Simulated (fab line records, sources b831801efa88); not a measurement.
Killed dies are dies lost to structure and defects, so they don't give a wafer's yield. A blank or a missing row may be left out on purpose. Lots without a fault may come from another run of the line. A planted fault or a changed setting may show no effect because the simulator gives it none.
A struck lot beside a sound one | flow sky130 | 15 steps out of a route of 708
Sound: wafers L545.4, L545.5, L545.6. Struck: wafers L542.1, L542.3, L542.6. The cause comes at the end.
At each step with rows: each side's tool, then ch and its chambers, then its first start. Under that, the readings that differ: sound wafers | struck wafers | difference of the means | sigmas: that difference in standard deviations of wafers without a fault.
alike: readings whose means differ by less than 2 such deviations, and words and numbers that are the same on both sides. not compared: withheld readings, readings that some wafer has no value for, bounds like >300 that may hide the same value, and numbers for which the record gives no deviation and whose values overlap.
The two part at a step that has a row with sigmas, a row that says differs or no value, or rows on one side only. Numbers that don't overlap but have no deviation are shown without sigmas and don't part them. A reading that every wafer of one side lacks parts them only if that side has two wafers or more.

first, 5 steps without rows for these wafers: SKY_SONOS_TUNNEL_COAT_02 (resist thk 1140 nm); SKY_SONOS_TUNNEL_SOFTBAKE_03 (time 60 s); SKY_SONOS_TUNNEL_EXPOSE_04 (exposes mask TUNM, target cd 410 nm); SKY_SONOS_TUNNEL_PEB_05; SKY_SONOS_TUNNEL_DEVELOP_06 (develop time 60 s).
SKY_SONOS_TUNNEL_CD_MEAS_07: target cd 410 nm.
  sound on cd_sem-01, day 16 09:29; struck on cd_sem-01, day 15 05:35
  alike: cd_nm
SKY_SONOS_TUNNEL_OVL_MEAS_08:
  sound on overlay-02, day 16 09:34; struck on overlay-02, day 15 05:42
  alike: SONOS_TUNNEL_OVL
then, 3 steps without rows for these wafers: SKY_SONOS_TUNNEL_IMPLANT_09; SKY_SONOS_TUNNEL_WET_ETCH_10 (etches SiO2 in dHF, target depth 14 nm, time 280 s); SKY_SONOS_TUNNEL_STRIP_11 (strips in SPM, time 600 s).
SKY_SONOS_TUNNEL_TW_MEAS_12:
  sound on film_metro-04, day 16 10:02; struck on film_metro-02, day 15 06:08
  reading         | sound             | struck            | difference | sigmas
  SONOS_TUNNEL_TW | 199.7 199.7 199.0 | 194.7 194.7 194.2 | -4.9       | -2
then, 1 step without rows for these wafers: SKY_SONOS_TUNNEL_CLEAN_13 (cleans in dHF, time 20 s).
SKY_SONOS_ONO_OXIDATION_00: stabilise 600 s, purge 300 s, target thk 2.6 nm.
  sound on furnace-02 ch 0, day 16 10:04; struck on furnace-01 ch 0, day 15 11:20
  alike: ramp_up_c_per_min, spike_tc_centre_C, tube_center_temp_C
SKY_SONOS_ONO_THK_MEAS_01:
  sound on film_metro-02, day 16 11:27; struck on film_metro-03, day 15 12:40
  reading                      | sound          | struck         | difference | sigmas
  SONOS_ONO_OXIDATION_THK (nm) | 2.55 2.56 2.59 | 4.30 4.33 4.32 | +1.75      | +32
then, 1 step without rows for these wafers: SKY_SONOS_ONO_CVD_02 (deposits Si3N4 from DCS/NH3, target thk 10.5 nm, time 180 s).

WHERE THEY PART
First at SKY_SONOS_TUNNEL_TW_MEAS_12; last, within this record, at SKY_SONOS_ONO_THK_MEAS_01.

WHY: what the simulator had put in
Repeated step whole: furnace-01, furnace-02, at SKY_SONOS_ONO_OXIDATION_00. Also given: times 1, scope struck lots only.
